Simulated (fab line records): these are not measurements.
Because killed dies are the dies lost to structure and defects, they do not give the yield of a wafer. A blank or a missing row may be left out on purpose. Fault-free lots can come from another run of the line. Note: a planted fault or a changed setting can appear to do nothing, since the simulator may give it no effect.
What tool caused it? || flow gf180mcu || 11 lots with 33 wafers sampled at 5 steps, on a route of 602 steps

WHAT THE GAUGES SHOWED, per wafer
GF_V1_THK_MEAS_03. Usual: for V1_CVD_02_THK the level is 848 nm and the standard deviation is 9.5.
{"lot": "L635", "measured": "day 16 21:30", "on": "filmMetro-04", "V1_CVD_02_THK (nm)": "837 858 851", "flag": ""}
{"lot": "L636", "measured": "day 17 07:52", "on": "filmMetro-01", "V1_CVD_02_THK (nm)": "841 856 858", "flag": ""}
{"lot": "L637", "measured": "day 17 17:22", "on": "filmMetro-01", "V1_CVD_02_THK (nm)": "857 864 866", "flag": ""}
{"lot": "L638", "measured": "day 18 07:36", "on": "filmMetro-01", "V1_CVD_02_THK (nm)": "843 840 862", "flag": ""}
{"lot": "L642", "measured": "day 20 01:49", "on": "filmMetro-04", "V1_CVD_02_THK (nm)": "843 853 850", "flag": ""}
{"lot": "L644", "measured": "day 21 02:16", "on": "filmMetro-01", "V1_CVD_02_THK (nm)": "851 863 854", "flag": ""}
{"lot": "L645", "measured": "day 21 03:12", "on": "filmMetro-03", "V1_CVD_02_THK (nm)": "830 844 853", "flag": ""}
{"lot": "L646", "measured": "day 21 09:34", "on": "filmMetro-04", "V1_CVD_02_THK (nm)": "845 838 850", "flag": ""}
{"lot": "L647", "measured": "day 21 16:01", "on": "filmMetro-04", "V1_CVD_02_THK (nm)": "838 854 844", "flag": ""}
{"lot": "L652", "measured": "day 23 07:37", "on": "filmMetro-01", "V1_CVD_02_THK (nm)": "922 932 939 923 932 940", "flag": "OFF"}
{"lot": "L655", "measured": "day 24 06:59", "on": "filmMetro-03", "V1_CVD_02_THK (nm)": "939 942 949 940 942 949", "flag": "OFF"}

TOOL THAT RAN EACH LOT (tool first, then ch and the chambers of the sampled wafers, then the start)
{"lot": "L635", "GF_CONTACT_ETCH_17": "rieDiel-04 ch 0,2,3, day 15 21:19 or earlier", "GF_CONTACT_SPUTTER_22": "pvdSputter-02, day 15 21:19", "GF_M1_SPUTTER_02": "pvdSputter-01, day 15 22:08", "GF_V1_CVD_02": "pecvd-02 ch 0,1,2, day 16 21:26"}
{"lot": "L636", "GF_CONTACT_ETCH_17": "rieDiel-01 ch 1,2, day 16 07:04 or earlier", "GF_CONTACT_SPUTTER_22": "pvdSputter-02, day 16 07:04", "GF_M1_SPUTTER_02": "pvdSputter-01, day 16 07:53", "GF_V1_CVD_02": "pecvd-03 ch 0,1,2, day 17 07:47"}
{"lot": "L637", "GF_CONTACT_ETCH_17": "rieDiel-03 ch 1,2, day 16 16:50 or earlier", "GF_CONTACT_SPUTTER_22": "pvdSputter-03, day 16 16:50", "GF_M1_SPUTTER_02": "pvdSputter-02, day 16 17:38", "GF_V1_CVD_02": "pecvd-02 ch 1,2, day 17 17:17"}
{"lot": "L638", "GF_CONTACT_ETCH_17": "rieDiel-04 ch 0,1, day 17 05:56 or earlier", "GF_CONTACT_SPUTTER_22": "pvdSputter-03, day 17 05:56", "GF_M1_SPUTTER_02": "pvdSputter-01, day 17 06:45", "GF_V1_CVD_02": "pecvd-02 ch 0,2, day 18 07:32"}
{"lot": "L642", "GF_CONTACT_ETCH_17": "rieDiel-03 ch 0,1,2, day 18 23:35 or earlier", "GF_CONTACT_SPUTTER_22": "pvdSputter-02, day 18 23:35", "GF_M1_SPUTTER_02": "pvdSputter-03, day 19 00:23", "GF_V1_CVD_02": "pecvd-02 ch 1,2, day 20 01:44"}
{"lot": "L644", "GF_CONTACT_ETCH_17": "rieDiel-03 ch 1,2, day 20 00:40 or earlier", "GF_CONTACT_SPUTTER_22": "pvdSputter-02, day 20 00:40", "GF_M1_SPUTTER_02": "pvdSputter-01, day 20 01:29", "GF_V1_CVD_02": "pecvd-03 ch 0,1,2, day 21 02:11"}
{"lot": "L645", "GF_CONTACT_ETCH_17": "rieDiel-04 ch 0,1,3, day 20 01:01 or earlier", "GF_CONTACT_SPUTTER_22": "pvdSputter-03, day 20 01:01", "GF_M1_SPUTTER_02": "pvdSputter-02, day 20 01:50", "GF_V1_CVD_02": "pecvd-01 ch 0,1,2, day 21 03:08"}
{"lot": "L646", "GF_CONTACT_ETCH_17": "rieDiel-04 ch 0,1,3, day 20 06:35 or earlier", "GF_CONTACT_SPUTTER_22": "pvdSputter-02, day 20 06:35", "GF_M1_SPUTTER_02": "pvdSputter-03, day 20 07:24", "GF_V1_CVD_02": "pecvd-03 ch 0,1, day 21 09:29"}
{"lot": "L647", "GF_CONTACT_ETCH_17": "rieDiel-01 ch 2,3, day 20 14:11 or earlier", "GF_CONTACT_SPUTTER_22": "pvdSputter-03, day 20 14:11", "GF_M1_SPUTTER_02": "pvdSputter-02, day 20 15:00", "GF_V1_CVD_02": "pecvd-02 ch 0,1, day 21 15:56"}
{"lot": "L652", "GF_CONTACT_ETCH_17": "rieDiel-01 ch 0,2, day 22 06:46 or earlier", "GF_CONTACT_SPUTTER_22": "pvdSputter-03, day 22 06:46", "GF_M1_SPUTTER_02": "pvdSputter-02, day 22 07:35", "GF_V1_CVD_02": "pecvd-03 ch 1,2, day 23 07:32"}
{"lot": "L655", "GF_CONTACT_ETCH_17": "rieDiel-04 ch 1,2, day 23 05:50 or earlier", "GF_CONTACT_SPUTTER_22": "pvdSputter-04, day 23 05:50", "GF_M1_SPUTTER_02": "pvdSputter-03, day 23 06:39", "GF_V1_CVD_02": "pecvd-03 ch 0,1, day 24 06:54"}
- GF_CONTACT_ETCH_17: etches SiO2 in C4F8/O2/Ar, stops on CoSi2, target depth 860 nm.
- GF_CONTACT_SPUTTER_22: material Ti, target thk 15 nm, time 80.02 s.
- GF_M1_SPUTTER_02: material AlCu, target thk 450 nm, time 23.9 s.
- GF_V1_CVD_02: deposits SiO2 from TEOS, target thk 850 nm, time 94.851 s.

WHAT THE TOOLS THEMSELVES READ (means of the sampled wafers that have a number; where no wafer has one, the mark that the record gives instead)
GF_CONTACT_ETCH_17. Usual: biasW 1200 W, standard deviation 3.8; oesProductAu 0.815 a.u., standard deviation 0.0049.
{"lot": "L635", "tool": "rieDiel-04", "biasW (W)": 1204, "oesProductAu (a.u.)": 0.817, "flag": ""}
{"lot": "L636", "tool": "rieDiel-01", "biasW (W)": 1199, "oesProductAu (a.u.)": 0.806, "flag": ""}
{"lot": "L637", "tool": "rieDiel-03", "biasW (W)": 1199, "oesProductAu (a.u.)": 0.816, "flag": ""}
{"lot": "L638", "tool": "rieDiel-04", "biasW (W)": 1199, "oesProductAu (a.u.)": 0.815, "flag": ""}
{"lot": "L642", "tool": "rieDiel-03", "biasW (W)": 1200, "oesProductAu (a.u.)": 0.821, "flag": ""}
{"lot": "L644", "tool": "rieDiel-03", "biasW (W)": 1201, "oesProductAu (a.u.)": 0.818, "flag": ""}
{"lot": "L645", "tool": "rieDiel-04", "biasW (W)": 1200, "oesProductAu (a.u.)": 0.818, "flag": ""}
{"lot": "L646", "tool": "rieDiel-04", "biasW (W)": 1200, "oesProductAu (a.u.)": 0.815, "flag": ""}
{"lot": "L647", "tool": "rieDiel-01", "biasW (W)": 1198, "oesProductAu (a.u.)": 0.819, "flag": ""}
{"lot": "L652", "tool": "rieDiel-01", "biasW (W)": 1201, "oesProductAu (a.u.)": 0.817, "flag": ""}
{"lot": "L655", "tool": "rieDiel-04", "biasW (W)": 1202, "oesProductAu (a.u.)": 0.813, "flag": ""}

GF_CONTACT_SPUTTER_22. Usual: throttleValvePct reads 30.1 % (standard deviation 0.95).
{"lot": "L635", "tool": "pvdSputter-02", "throttleValvePct (%)": 30.3, "flag": ""}
{"lot": "L636", "tool": "pvdSputter-02", "throttleValvePct (%)": 29.6, "flag": ""}
{"lot": "L637", "tool": "pvdSputter-03", "throttleValvePct (%)": 30.1, "flag": ""}
{"lot": "L638", "tool": "pvdSputter-03", "throttleValvePct (%)": 29.4, "flag": ""}
{"lot": "L642", "tool": "pvdSputter-02", "throttleValvePct (%)": 28.9, "flag": ""}
{"lot": "L644", "tool": "pvdSputter-02", "throttleValvePct (%)": 30.7, "flag": ""}
{"lot": "L645", "tool": "pvdSputter-03", "throttleValvePct (%)": 30.3, "flag": ""}
{"lot": "L646", "tool": "pvdSputter-02", "throttleValvePct (%)": 30.7, "flag": ""}
{"lot": "L647", "tool": "pvdSputter-03", "throttleValvePct (%)": 30.1, "flag": ""}
{"lot": "L652", "tool": "pvdSputter-03", "throttleValvePct (%)": 29.8, "flag": ""}
{"lot": "L655", "tool": "pvdSputter-04", "throttleValvePct (%)": 30.5, "flag": ""}

GF_M1_SPUTTER_02. Usual: throttleValvePct reads 30.0 % (standard deviation 0.96).
{"lot": "L635", "tool": "pvdSputter-01", "throttleValvePct (%)": 30.2, "flag": ""}
{"lot": "L636", "tool": "pvdSputter-01", "throttleValvePct (%)": 30.5, "flag": ""}
{"lot": "L637", "tool": "pvdSputter-02", "throttleValvePct (%)": 29.8, "flag": ""}
{"lot": "L638", "tool": "pvdSputter-01", "throttleValvePct (%)": 29.6, "flag": ""}
{"lot": "L642", "tool": "pvdSputter-03", "throttleValvePct (%)": 29.8, "flag": ""}
{"lot": "L644", "tool": "pvdSputter-01", "throttleValvePct (%)": 30.4, "flag": ""}
{"lot": "L645", "tool": "pvdSputter-02", "throttleValvePct (%)": 30.7, "flag": ""}
{"lot": "L646", "tool": "pvdSputter-03", "throttleValvePct (%)": 30.1, "flag": ""}
{"lot": "L647", "tool": "pvdSputter-02", "throttleValvePct (%)": 31.0, "flag": ""}
{"lot": "L652", "tool": "pvdSputter-02", "throttleValvePct (%)": 31.0, "flag": ""}
{"lot": "L655", "tool": "pvdSputter-03", "throttleValvePct (%)": 29.4, "flag": ""}

GF_V1_CVD_02. Usual: heaterPowerW 730 W, standard deviation 140; rfFwdPowerW 596.2 W, standard deviation 2.
{"lot": "L635", "tool": "pecvd-02", "heaterPowerW (W)": 777, "rfFwdPowerW (W)": 597.1, "flag": ""}
{"lot": "L636", "tool": "pecvd-03", "heaterPowerW (W)": 737, "rfFwdPowerW (W)": 596.7, "flag": ""}
{"lot": "L637", "tool": "pecvd-02", "heaterPowerW (W)": 874, "rfFwdPowerW (W)": 596.1, "flag": ""}
{"lot": "L638", "tool": "pecvd-02", "heaterPowerW (W)": 922, "rfFwdPowerW (W)": 595.9, "flag": ""}
{"lot": "L642", "tool": "pecvd-02", "heaterPowerW (W)": 789, "rfFwdPowerW (W)": 598.0, "flag": ""}
{"lot": "L644", "tool": "pecvd-03", "heaterPowerW (W)": 737, "rfFwdPowerW (W)": 595.3, "flag": ""}
{"lot": "L645", "tool": "pecvd-01", "heaterPowerW (W)": 670, "rfFwdPowerW (W)": 597.4, "flag": ""}
{"lot": "L646", "tool": "pecvd-03", "heaterPowerW (W)": 732, "rfFwdPowerW (W)": 597.1, "flag": ""}
{"lot": "L647", "tool": "pecvd-02", "heaterPowerW (W)": 646, "rfFwdPowerW (W)": 596.0, "flag": ""}
{"lot": "L652", "tool": "pecvd-03", "heaterPowerW (W)": 617, "rfFwdPowerW (W)": 835.4, "flag": "OFF"}
{"lot": "L655", "tool": "pecvd-03", "heaterPowerW (W)": 562, "rfFwdPowerW (W)": 837.6, "flag": "OFF"}

THE ANSWER, worked out from the rows above alone
Rule: a lot is off if the mean of its wafers that have a number lies more than 3 standard deviations from the usual mean. A lot without any number at a reading at which 4 lots or more have one is off too. Where the step has rows for the other lots, those lots are counted as sound. After the gauges, taken in route order, come the tools' own readings; for these a lot's mean is taken, as printed above. The first step at which some lot is off is used, and at that step the reading that is off furthest; a lot without a number counts as furthest.
Off: at GF_V1_THK_MEAS_03 (V1_CVD_02_THK), L652, L655.
A tool fits if, at a process step before that reading, it ran every lot that is off, and no sound lot after the first of them. Not tried: the gauges at GF_V1_THK_MEAS_03; whatever is off there is also off at GF_V1_CVD_02, on other tools, and gauge error can't account for it. GF_CONTACT_ETCH_17: start missing for some lots; hours and lot order therefore follow GF_CONTACT_SPUTTER_22. One fits: pecvd-03 at GF_V1_CVD_02. A fault onset in the window from L646 (day 21 09:29, its last sound lot) to L652 (day 23 07:32, its first lot off) fits.
The tool's own readings at GF_V1_CVD_02 bear it out: on the lots that are off they differ by more than 5 times the standard deviation of the sound lots' means. rfFwdPowerW reads 836.5 W there against 596.6 W on the sound lots.

WHAT THE SIMULATOR HAD PUT IN
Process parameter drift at GF_V1_CVD_02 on pecvd-03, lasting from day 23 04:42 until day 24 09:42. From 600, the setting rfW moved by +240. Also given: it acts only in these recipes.
Struck lots among those shown: L652, L655. The rule given above showed the same thing.
